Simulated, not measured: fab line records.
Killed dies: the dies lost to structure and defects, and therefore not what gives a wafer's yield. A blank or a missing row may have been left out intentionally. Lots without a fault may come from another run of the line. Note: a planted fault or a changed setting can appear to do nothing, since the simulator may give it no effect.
One fault through the eyes of 2 desks    flow gf180mcu    every desk sees just its own numbers, and what lay behind them comes last

DESK OF THE TOOL OWNER: pecvd-01
The tool's own readings at GF_V2_CVD_02 (deposits SiO2 from TEOS, target thk 850 nm, time 94.851 s): means of the sampled wafers that have a number, for each lot that ran on this tool. Marked OUT: a lot whose mean sits more than 4 standard deviations from the usual mean, which makes it out of limits; the brackets give that distance.
Columns: A = heater-power-w at GF_V2_CVD_02, usual 693 W; B = rf-fwd-power-W at GF_V2_CVD_02, usual 595.8 W
lot   first seen here  A    B
L186  day 19 08:59     699  592.5
L188  day 20 03:41     688  594.9
L190  day 21 08:45     717  594.2
L194  day 22 15:23     684  497.7 (-41) OUT
L197  day 24 09:09     687  501.9 (-39) OUT
This desk finds L194, L197 out of limits, L194 being first, at day 22 15:23 (rf-fwd-power-W at GF_V2_CVD_02). In limits: L186, L188, L190.

FROM THE METROLOGY DESK
What the gauges read for every lot (on any tool): the sampled wafers with a number, averaged. Marked OUT: a lot whose mean sits more than 4 standard deviations from the usual mean, which makes it out of limits; the brackets give that distance.
Columns: A = V2_CVD_02_THK at GF_V2_THK_MEAS_03, usual 852 nm
lot   first seen here  A
L186  day 19 09:04     876
L188  day 20 03:46     864
L189  day 20 15:32     855
L190  day 21 08:50     857
L194  day 22 15:26     811
L197  day 24 09:15     816
L200  day 25 01:15     848
L204  day 25 21:41     842
L205  day 26 05:04     850
L206  day 26 09:23     846
L208  day 26 23:35     862
This desk found nothing out of limits on any of the 11 lots.

BROUGHT TOGETHER
At day 22 15:23, on L194, L197, the tool owner's desk was in a position to raise an alarm.
Metrology desk: nothing out of limits seen.
The metrology desk has L194, L197 on record, within its limits.
Of the lots named, all ran GF_V2_CVD_02 on pecvd-01.

WHAT HAD BEEN PUT IN BY THE SIMULATOR
Drift in process parameters on pecvd-01 at GF_V2_CVD_02, starting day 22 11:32. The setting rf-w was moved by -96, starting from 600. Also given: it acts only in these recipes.
Struck lots among those shown: L194, L197.
How many hours passed from the start of the fault until each desk's first out-of-limits reading: the tool owner's desk, 4.
